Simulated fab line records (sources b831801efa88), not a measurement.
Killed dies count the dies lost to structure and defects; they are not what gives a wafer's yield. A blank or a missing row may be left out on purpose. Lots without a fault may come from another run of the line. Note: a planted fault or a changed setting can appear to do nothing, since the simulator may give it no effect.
Matching of chambers | flow gf180mcu | 3 sister chambers for GF_PASSIVATION_CVD_00 on pecvd-01
The step deposits SiO2 from TEOS, target thk 1000 nm, time 111.95 s. 3 wafers are shown with their chamber, then 7 later ones without.

WAFERS PAIRED WITH THEIR CHAMBERS
wafer  | chamber | heaterPowerW (W)
L879.1 | 1       | 669
L882.1 | 0       | 891
L882.2 | 2       | 630

WAFERS WHOSE CHAMBER IS MISSING
wafer  | heaterPowerW (W)
L882.4 | 653
L884.1 | 639
L884.2 | 899
L884.4 | 607
L885.2 | 867
L885.3 | 634
L885.6 | 702

WHICH CHAMBER EACH WENT THROUGH
wafer  | from the rows above     | in truth
L882.4 | can't be placed: 1 or 2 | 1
L884.1 | can't be placed: 2 or 1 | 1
L884.2 | 0                       | 0
L884.4 | 2                       | 2
L885.2 | 0                       | 0
L885.3 | can't be placed: 2 or 1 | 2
L885.6 | 1                       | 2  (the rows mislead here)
Correct placement for 3 of the 7. Cannot be placed on the basis of these rows: 3; the candidates contain the true chamber in 3. 1 placed wrongly.
How it was worked out, from the rows above alone: a wafer's distance from a chamber is the root of the sum, over the readings, of the square of ((its reading less the chamber's mean) divided by the reading's scatter). If the next closest chamber is less than 2 further off than the closest, the wafer can't be placed; otherwise it belongs to the closest. For every chamber, the mean is computed from those of its wafers that are shown. The scatter: with one shown wafer a chamber, the root of the mean of the squares of how far each hidden wafer lies from its nearest shown one.
